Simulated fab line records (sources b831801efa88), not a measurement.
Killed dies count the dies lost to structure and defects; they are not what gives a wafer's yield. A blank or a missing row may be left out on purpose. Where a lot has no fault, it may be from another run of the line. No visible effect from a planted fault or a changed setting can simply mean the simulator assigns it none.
Split-lot experiment / flow sfqLine / 23 wafers read across 5 lots, on a route 325 steps long

## THE SPLIT ITSELF
At SFQ_TRILAYER_M7_LITHO_PEB_180 (peb time 60 s), the setting pebTimeS was moved away from the recipe's 60 s on 9 of the 23 wafers read, by -14.9% to +14.7%. This setting was run at the recipe's value on the other wafers.

## SPLIT TO READING: what lies between them in the file, 1 step
- SFQ_TRILAYER_M7_LITHO_DEVELOP_179: time 60 s

## THE READING
M7.cdNm (the simulator's own value, which no gauge read), in nm, at SFQ_TRILAYER_M7_BARC_OPEN_METAL_ETCH_229 (etches BARC in O2, target depth 125 nm, time 41.7 s). There is no usual value for it anywhere in the file. Across the 14 wafers here that went through the recipe, the average is 499.4 nm and the standard deviation 1.3 nm.

wafer=L076.1; tool, chamber at the split=lithoTrack-01, 0; pebTimeS as run, s=60; against the recipe=recipe; M7.cdNm, nm=502.2; against lot-mates on the recipe=-
wafer=L076.2; tool, chamber at the split=lithoTrack-01, 0; pebTimeS as run, s=68.69; against the recipe=+14.5%; M7.cdNm, nm=480.9; against lot-mates on the recipe=-19.5
wafer=L076.3; tool, chamber at the split=lithoTrack-01, 0; pebTimeS as run, s=60; against the recipe=recipe; M7.cdNm, nm=499.1; against lot-mates on the recipe=-
wafer=L076.4; tool, chamber at the split=lithoTrack-01, 0; pebTimeS as run, s=68.69; against the recipe=+14.5%; M7.cdNm, nm=484.4; against lot-mates on the recipe=-16.0
wafer=L076.5; tool, chamber at the split=lithoTrack-01, 0; pebTimeS as run, s=60; against the recipe=recipe; M7.cdNm, nm=500; against lot-mates on the recipe=-
wafer=L077.1; tool, chamber at the split=lithoTrack-04, 0; pebTimeS as run, s=60; against the recipe=recipe; M7.cdNm, nm=500.4; against lot-mates on the recipe=-
wafer=L077.3; tool, chamber at the split=lithoTrack-04, 0; pebTimeS as run, s=68.79; against the recipe=+14.7%; M7.cdNm, nm=479.3; against lot-mates on the recipe=-20.6
wafer=L077.4; tool, chamber at the split=lithoTrack-04, 0; pebTimeS as run, s=60; against the recipe=recipe; M7.cdNm, nm=499; against lot-mates on the recipe=-
wafer=L077.5; tool, chamber at the split=lithoTrack-04, 0; pebTimeS as run, s=68.79; against the recipe=+14.7%; M7.cdNm, nm=480.4; against lot-mates on the recipe=-19.5
wafer=L077.6; tool, chamber at the split=lithoTrack-04, 0; pebTimeS as run, s=60; against the recipe=recipe; M7.cdNm, nm=500.2; against lot-mates on the recipe=-
wafer=L078.1; tool, chamber at the split=lithoTrack-01, 0; pebTimeS as run, s=60; against the recipe=recipe; M7.cdNm, nm=498.9; against lot-mates on the recipe=-
wafer=L078.3; tool, chamber at the split=lithoTrack-01, 0; pebTimeS as run, s=53.44; against the recipe=-10.9%; M7.cdNm, nm=515.4; against lot-mates on the recipe=+16.1
wafer=L078.6; tool, chamber at the split=lithoTrack-01, 0; pebTimeS as run, s=53.44; against the recipe=-10.9%; M7.cdNm, nm=515.4; against lot-mates on the recipe=+16.1
wafer=L078.4; tool, chamber at the split=lithoTrack-01, 0; pebTimeS as run, s=60; against the recipe=recipe; M7.cdNm, nm=498.4; against lot-mates on the recipe=-
wafer=L078.5; tool, chamber at the split=lithoTrack-01, 0; pebTimeS as run, s=60; against the recipe=recipe; M7.cdNm, nm=500.5; against lot-mates on the recipe=-
wafer=L080.1; tool, chamber at the split=lithoTrack-04, 0; pebTimeS as run, s=51.06; against the recipe=-14.9%; M7.cdNm, nm=525.5; against lot-mates on the recipe=+25.4
wafer=L080.3; tool, chamber at the split=lithoTrack-04, 0; pebTimeS as run, s=51.06; against the recipe=-14.9%; M7.cdNm, nm=523; against lot-mates on the recipe=+22.9
wafer=L080.4; tool, chamber at the split=lithoTrack-04, 0; pebTimeS as run, s=60; against the recipe=recipe; M7.cdNm, nm=500.2; against lot-mates on the recipe=-
wafer=L080.5; tool, chamber at the split=lithoTrack-04, 0; pebTimeS as run, s=60; against the recipe=recipe; M7.cdNm, nm=500.1; against lot-mates on the recipe=-
wafer=L080.6; tool, chamber at the split=lithoTrack-04, 0; pebTimeS as run, s=51.06; against the recipe=-14.9%; M7.cdNm, nm=524.3; against lot-mates on the recipe=+24.1
wafer=L082.3; tool, chamber at the split=lithoTrack-01, 0; pebTimeS as run, s=60; against the recipe=recipe; M7.cdNm, nm=497.5; against lot-mates on the recipe=-
wafer=L082.4; tool, chamber at the split=lithoTrack-01, 0; pebTimeS as run, s=60; against the recipe=recipe; M7.cdNm, nm=497.2; against lot-mates on the recipe=-
wafer=L082.6; tool, chamber at the split=lithoTrack-01, 0; pebTimeS as run, s=60; against the recipe=recipe; M7.cdNm, nm=497.7; against lot-mates on the recipe=-

FIT RESULTS
A straight line over all 23 wafers: M7.cdNm changes by -1.43 nm for each +1% of pebTimeS; r = -0.99; the points scatter about the line by 2 nm.
The same after taking each lot's own level away (the mean of its wafers on the recipe; 23 wafers): -1.44 nm for each +1%; r = -0.99; scatter 1.5 nm.
On that fit, the largest move of pebTimeS shifts the reading by 21 nm.
The lots' own levels span 497.47 to 500.43 nm, that is 2.2 times the standard deviation above.
The two slopes are in agreement: the lot-to-lot level therefore moves the slope only a little.
Check: +21.6 nm against its lot-mates is what the line predicts for one of the wafers moved furthest among these (-14.9%) when that wafer is left out of the fit. Against them it came out at +25.4 nm.

## THESE WAFERS: OTHER SPLITS
Note: prior to the reading, these wafers also went through further splits. Each is held against what the fit with the lots' levels taken away leaves over:
other split on the same wafers=SFQ_TRILAYER_M5_BARC_OPEN_METAL_ETCH_161 timeS; wafers away from the commonest value=6; r with M7.cdNm (lot level and that fit taken away)=+0.15
other split on the same wafers=SFQ_TRILAYER_R5_LITHO_EXPOSE_137 doseMj; wafers away from the commonest value=11; r with M7.cdNm (lot level and that fit taken away)=-0.11
other split on the same wafers=SFQ_TRILAYER_I5_LITHO_COAT_149 resistThkNm; wafers away from the commonest value=11; r with M7.cdNm (lot level and that fit taken away)=-0.21
other split on the same wafers=SFQ_TRILAYER_I5_BARC_OPEN_VIA_ETCH_200 biasW; wafers away from the commonest value=10; r with M7.cdNm (lot level and that fit taken away)=+0.03
other split on the same wafers=SFQ_TRILAYER_C5_LITHO_EXPOSE_152 doseMj; wafers away from the commonest value=9; r with M7.cdNm (lot level and that fit taken away)=+0.17
other split on the same wafers=SFQ_TRILAYER_M6_LITHO_PEB_162 pebTimeS; wafers away from the commonest value=8; r with M7.cdNm (lot level and that fit taken away)=-0.42
other split on the same wafers=SFQ_TRILAYER_I6_VIA_LITHO_COAT_169 spinRpm; wafers away from the commonest value=5; r with M7.cdNm (lot level and that fit taken away)=+0.02
other split on the same wafers=SFQ_TRILAYER_I6_VIA_BARC_OPEN_VIA_ETCH_235 biasW; wafers away from the commonest value=7; r with M7.cdNm (lot level and that fit taken away)=-0.25

## THE FILE'S OWN FIT
M7.cdNm changes by -1.42 nm for each +1% of pebTimeS, r = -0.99.
